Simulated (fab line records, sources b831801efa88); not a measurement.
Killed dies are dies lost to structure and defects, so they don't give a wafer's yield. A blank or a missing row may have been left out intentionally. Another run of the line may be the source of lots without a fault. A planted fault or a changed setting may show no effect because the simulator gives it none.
Struck lot and sound lot, side by side || flow gf180mcu || 15 steps out of a route of 602
Sound: wafers L152.1, L152.4, L152.6. Struck: wafers L158.4, L158.5 (left out: L158.3, a lot-mate that was not struck); the cause follows at the end.
Order at every step that has rows: each side's tool, ch and its chambers, its first start. Under that, the readings that differ: sound wafers || struck wafers || difference of the means || sigmas: that difference in standard deviations of wafers without a fault.
alike: same words and numbers on both sides, and readings whose means sit less than 2 such deviations apart. not compared: any withheld reading, any reading some wafer has no value for, any bound like >300 that may hide the same value, and any number with overlapping values for which the record gives no deviation.
Wherever a step has rows on one side only, a row that says differs or no value, or a row with sigmas, the two part there. Non-overlapping numbers with no deviation appear without sigmas and do not part them. Lack of a reading on every wafer of one side parts them only where that side has two or more wafers.

first, 9 steps without rows for these wafers: GF_MIM_STRIP_21 (strips in post etch residue remover, time 1200 s); GF_MIM_CLEAN_22 (cleans in DIW); GF_M5_DEHYDRATE_00 (time 60 s); GF_M5_HMDS_01 (prime time 60 s); GF_M5_COAT_02 (resist thk 1000 nm); GF_M5_SOFTBAKE_03 (time 60 s); GF_M5_EXPOSE_04 (exposes mask Metal5, target cd 280 nm); GF_M5_PEB_05 (peb time 90 s); GF_M5_DEVELOP_06 (develop time 60 s).
GF_M5_CD_MEAS_07 targets a cd of 280 nm.
  sound on cd_sem-01, day 25 17:09; struck on cd_sem-01, day 28 10:31
  alike: cd_nm
GF_M5_OVL_MEAS_08:
  sound on overlay-02, day 25 17:16; struck on overlay-01, day 28 10:37
  alike: M5_OVL
GF_M5_ETCH_09: etches Si3N4 in CF4/O2, target depth 52 nm, time 11.6 s.
  sound on rie_diel-03 ch 0,1,3, day 25 17:18; struck on rie_diel-04 ch 0,3, day 28 10:38
  alike: drypump_motor_current_A, oes_product_au, throttle_valve_pct
  not compared: rf_hours_counter_h
GF_M5_METAL_ETCH_10: etches the open film in Cl2/BCl3, stops on SiO2, target depth 750.8 nm, time 125.1 s.
  sound on rie_metal-01 ch 0,1, day 25 17:20; struck on rie_metal-04 ch 0, day 28 10:43
{"reading": "oes_product_au (a.u.)", "sound": "0.989 0.983 0.994", "struck": "0.803 0.815", "difference": -0.180, "sigmas": -26}
{"reading": "throttle_valve_pct (%)", "sound": "28.228 28.240 28.235", "struck": "28.430 28.427", "difference": "+0.194", "sigmas": "+20"}
{"reading": "model.KrF_of_M5_COAT_02.thk_nm (nm)", "sound": "649.7 655.4 643.4", "struck": "741.4 740.1", "difference": "+91.2", "sigmas": ""}
  alike: drypump_motor_current_A
  not compared: rf_hours_counter_h
GF_M5_STRIP_11: strips in O2/N2.
  sound on plasma_asher-02 ch 0,1, day 25 17:28; struck on plasma_asher-01 ch 0,1, day 28 10:50
{"reading": "drypump_motor_current_A (A)", "sound": "5.97 5.57 5.97", "struck": "5.31 5.24", "difference": -0.56, "sigmas": -2}
{"reading": "oes_product_au (a.u.)", "sound": "0.523 0.531 0.514", "struck": "0.557 0.560", "difference": "+0.036", "sigmas": "+7"}
{"reading": "strip_time_to_endpoint_s (s)", "sound": "7.02 7.10 6.98", "struck": "7.93 7.91", "difference": "+0.89", "sigmas": "+17"}
  alike: heater_power_w
  not compared: rf_hours_counter_h
then, 1 step without rows for these wafers: GF_M5_STRIP_12 (strips in post etch residue remover, time 1200 s).

WHERE THEY PART
Earliest at GF_M5_METAL_ETCH_10; latest, in this record, at GF_M5_STRIP_11.

WHY: what had been put in by the simulator
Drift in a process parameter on rie_metal-04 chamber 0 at GF_M5_METAL_ETCH_10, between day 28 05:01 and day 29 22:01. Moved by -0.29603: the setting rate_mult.
